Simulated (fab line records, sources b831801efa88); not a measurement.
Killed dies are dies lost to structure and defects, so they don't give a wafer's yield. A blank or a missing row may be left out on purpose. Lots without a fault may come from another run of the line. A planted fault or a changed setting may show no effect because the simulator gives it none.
Which tool did it? | flow sky130 | 13 lots, 39 wafers sampled, at 5 steps of a route of 708

WHAT THE GAUGES READ, wafer by wafer
The record holds no reading of a measuring or inspecting step that can be judged against a usual standard deviation.

WHICH TOOL RAN EACH LOT (tool, then ch and the chambers of the sampled wafers, then the start)
lot  | SKY_CAPM_STRIP_14                    | SKY_METAL3_DESCUM_15              | SKY_METAL3_STRIP_19                  | SKY_METAL4_SPUTTER_01        | SKY_PAD_OPEN_PROBE_99
L732 | plasma_asher-01 ch 0,1, day 37 23:42 | rie_metal-02 ch 0,1, day 39 01:23 | plasma_asher-04 ch 0,1, day 39 01:43 | pvd_sputter-01, day 40 05:21 | -
L733 | plasma_asher-01 ch 0,1, day 38 17:49 | rie_metal-04 ch 1, day 39 19:34   | plasma_asher-04 ch 0, day 39 19:54   | pvd_sputter-01, day 40 22:20 | -
L734 | plasma_asher-01 ch 0,1, day 38 22:08 | rie_metal-04 ch 0,1, day 40 00:05 | plasma_asher-04 ch 0,1, day 40 00:25 | pvd_sputter-02, day 41 04:25 | prober-02, day 47 05:56
L737 | plasma_asher-02 ch 0,1, day 39 09:17 | rie_metal-04 ch 0,1, day 40 10:17 | plasma_asher-04 ch 0,1, day 40 10:37 | pvd_sputter-02, day 41 13:27 | -
L738 | plasma_asher-02 ch 0,1, day 39 13:14 | rie_metal-02 ch 0,1, day 40 15:02 | plasma_asher-03 ch 0,1, day 40 15:22 | pvd_sputter-04, day 41 18:44 | prober-02, day 47 11:48
L739 | plasma_asher-03 ch 0,1, day 39 21:32 | rie_metal-02 ch 0,1, day 40 22:29 | plasma_asher-04 ch 0,1, day 40 22:50 | pvd_sputter-02, day 42 01:27 | -
L742 | plasma_asher-02 ch 0,1, day 40 21:08 | rie_metal-03 ch 0,1, day 41 21:52 | plasma_asher-03 ch 0,1, day 41 22:12 | pvd_sputter-02, day 43 00:37 | -
L743 | plasma_asher-02 ch 0,1, day 41 06:20 | rie_metal-04 ch 0,1, day 42 06:02 | plasma_asher-02 ch 0,1, day 42 06:22 | pvd_sputter-02, day 43 09:39 | -
L745 | plasma_asher-03 ch 0,1, day 41 07:56 | rie_metal-02 ch 0, day 42 08:26   | plasma_asher-03 ch 0,1, day 42 08:46 | pvd_sputter-02, day 43 11:46 | -
L750 | plasma_asher-02 ch 0,1, day 43 03:59 | rie_metal-03 ch 0,1, day 44 03:44 | plasma_asher-04 ch 0,1, day 44 04:04 | pvd_sputter-02, day 45 05:29 | -
L751 | plasma_asher-02 ch 0,1, day 43 06:02 | rie_metal-02 ch 0,1, day 44 06:41 | plasma_asher-04 ch 0,1, day 44 07:05 | pvd_sputter-04, day 45 07:58 | -
L752 | plasma_asher-01 ch 0,1, day 43 11:53 | rie_metal-04 ch 1, day 44 11:22   | plasma_asher-03 ch 0,1, day 44 11:42 | pvd_sputter-02, day 45 12:53 | -
L755 | plasma_asher-01 ch 0,1, day 44 05:38 | rie_metal-02 ch 0,1, day 45 04:26 | plasma_asher-03 ch 0,1, day 45 04:47 | pvd_sputter-01, day 46 08:31 | -
- SKY_CAPM_STRIP_14: strips in O2/N2.
- SKY_METAL3_DESCUM_15: chemistry O2, time 8 s.
- SKY_METAL3_STRIP_19: strips in O2/N2.
- SKY_METAL4_SPUTTER_01: material TiN, target thk 20 nm, time 16.7 s.
- SKY_PAD_OPEN_PROBE_99

WHAT THE TOOLS THEMSELVES READ (means of the sampled wafers that have a number; where no wafer has one, the mark that the record gives instead)
SKY_CAPM_STRIP_14.
lot  | tool            | drypump_motor_current_A (A) | oes_product_au (a.u.) | strip_time_to_endpoint_s (s)
L732 | plasma_asher-01 | 6.2                         | 0.709                 | 12.66
L733 | plasma_asher-01 | 6.2                         | 0.709                 | 12.71
L734 | plasma_asher-01 | 6.2                         | 0.709                 | 12.65
L737 | plasma_asher-02 | 5.2                         | 0.708                 | 12.71
L738 | plasma_asher-02 | 5.0                         | 0.706                 | 12.75
L739 | plasma_asher-03 | 5.9                         | 0.711                 | 12.65
L742 | plasma_asher-02 | 5.2                         | 0.709                 | 12.62
L743 | plasma_asher-02 | 5.0                         | 0.708                 | 12.65
L745 | plasma_asher-03 | 5.6                         | 0.711                 | 12.62
L750 | plasma_asher-02 | 5.2                         | 0.712                 | 12.67
L751 | plasma_asher-02 | 4.9                         | 0.712                 | 12.66
L752 | plasma_asher-01 | 6.2                         | 0.704                 | 12.66
L755 | plasma_asher-01 | 6.2                         | 0.713                 | 12.64

SKY_METAL3_DESCUM_15.
lot  | tool         | drypump_motor_current_A (A) | oes_product_au (a.u.)
L732 | rie_metal-02 | 5.7                         | 1.004
L733 | rie_metal-04 | 5.7                         | 0.996
L734 | rie_metal-04 | 6.0                         | 0.997
L737 | rie_metal-04 | 6.0                         | 0.993
L738 | rie_metal-02 | 5.9                         | 1.000
L739 | rie_metal-02 | 5.7                         | 1.002
L742 | rie_metal-03 | 5.4                         | 1.002
L743 | rie_metal-04 | 5.9                         | 0.999
L745 | rie_metal-02 | 5.6                         | 0.993
L750 | rie_metal-03 | 5.4                         | 1.004
L751 | rie_metal-02 | 5.9                         | 0.987
L752 | rie_metal-04 | 5.7                         | 0.991
L755 | rie_metal-02 | 5.7                         | 1.003

SKY_METAL3_STRIP_19.
lot  | tool            | drypump_motor_current_A (A) | oes_product_au (a.u.) | strip_time_to_endpoint_s (s)
L732 | plasma_asher-04 | 5.5                         | 0.499                 | 6.38
L733 | plasma_asher-04 | 5.4                         | 0.500                 | 6.48
L734 | plasma_asher-04 | 5.5                         | 0.502                 | 6.48
L737 | plasma_asher-04 | 5.7                         | 0.502                 | 6.54
L738 | plasma_asher-03 | 5.9                         | 0.500                 | 6.40
L739 | plasma_asher-04 | 5.7                         | 0.499                 | 6.42
L742 | plasma_asher-03 | 5.6                         | 0.501                 | 6.55
L743 | plasma_asher-02 | 5.0                         | 0.501                 | 6.47
L745 | plasma_asher-03 | 5.9                         | 0.505                 | 6.56
L750 | plasma_asher-04 | 5.7                         | 0.502                 | 6.51
L751 | plasma_asher-04 | 5.7                         | 0.499                 | 6.42
L752 | plasma_asher-03 | 5.9                         | 0.503                 | 6.45
L755 | plasma_asher-03 | 5.9                         | 0.504                 | 6.56

SKY_METAL4_SPUTTER_01.
lot  | tool           | cathode_dc_power_W (W) | chamber_pressure_pa (Pa) | throttle_valve_pct (%)
L732 | pvd_sputter-01 | 6499.7                 | 0.3994                   | 30.1
L733 | pvd_sputter-01 | 6498.6                 | 0.4005                   | 30.6
L734 | pvd_sputter-02 | 6500.9                 | 0.4000                   | 30.1
L737 | pvd_sputter-02 | 6498.8                 | 0.4002                   | 30.0
L738 | pvd_sputter-04 | 6500.2                 | 0.4006                   | 29.7
L739 | pvd_sputter-02 | 6500.1                 | 0.3994                   | 29.5
L742 | pvd_sputter-02 | 6500.8                 | 0.3997                   | 29.7
L743 | pvd_sputter-02 | 6500.8                 | 0.3999                   | 29.5
L745 | pvd_sputter-02 | 6500.3                 | 0.3997                   | 29.9
L750 | pvd_sputter-02 | -                      | -                        | -
L751 | pvd_sputter-04 | -                      | -                        | -
L752 | pvd_sputter-02 | -                      | -                        | -
L755 | pvd_sputter-01 | 6500.2                 | 0.4003                   | 30.6

SKY_PAD_OPEN_PROBE_99.
lot  | tool      | defect_limited_yield (%) | killed_at_M0_to_M3 | killed_at_M4_up | killed_at_contacts | killed_at_front_end | killed_at_other | killed_dies | killed_open | killed_short | sort_bin_3_pad_short (%) | sort_bin_5_function (%) | sort_bin_6_memory (%) | sort_n_pass | sort_yield_pct (%)
L734 | prober-02 | 80.9                     | 46                 | 1.7             | 30                 | 16                  | 0.0             | 94          | 51          | 42           | 1.1                      | 10.8                    | 7.2                   | 398         | 80.9
L738 | prober-02 | 82.0                     | 44                 | 2.0             | 26                 | 16                  | 0.3             | 89          | 48          | 40           | 1.1                      | 11.1                    | 5.8                   | 403         | 82.0

THE ANSWER, worked out from the rows above alone
Rule: what is usual is taken from the lots themselves. Put in order of their means at a reading, lots are off if they are a third of the lots or fewer, leave a main group of 4 or more, and stand apart from it by a gap of 3 or more times the standard deviation of the main group's means; of several such gaps the widest counts. A main group whose means are all the same, to the digits that the tables above print for the reading, isn't used. A lot without any number at a reading at which 4 lots or more have one is off too. The other lots that the step has rows for count as sound. The gauges are gone through in route order, then the tools' own readings, and for those a lot's mean is taken as printed above. The first step at which some lot is off is used, and at that step the reading that is off furthest; a lot without a number counts as furthest.
Off: L750, L751, L752, at SKY_METAL4_SPUTTER_01 (cathode_dc_power_W). Without a number there: L750, L751, L752. The main group: mean 6500.0 W, standard deviation 0.76.
A tool fits if, at that step or a process step before it, it ran every lot that is off, and no sound lot after the first of them. None of those tried fits.

WHAT THE SIMULATOR HAD PUT IN
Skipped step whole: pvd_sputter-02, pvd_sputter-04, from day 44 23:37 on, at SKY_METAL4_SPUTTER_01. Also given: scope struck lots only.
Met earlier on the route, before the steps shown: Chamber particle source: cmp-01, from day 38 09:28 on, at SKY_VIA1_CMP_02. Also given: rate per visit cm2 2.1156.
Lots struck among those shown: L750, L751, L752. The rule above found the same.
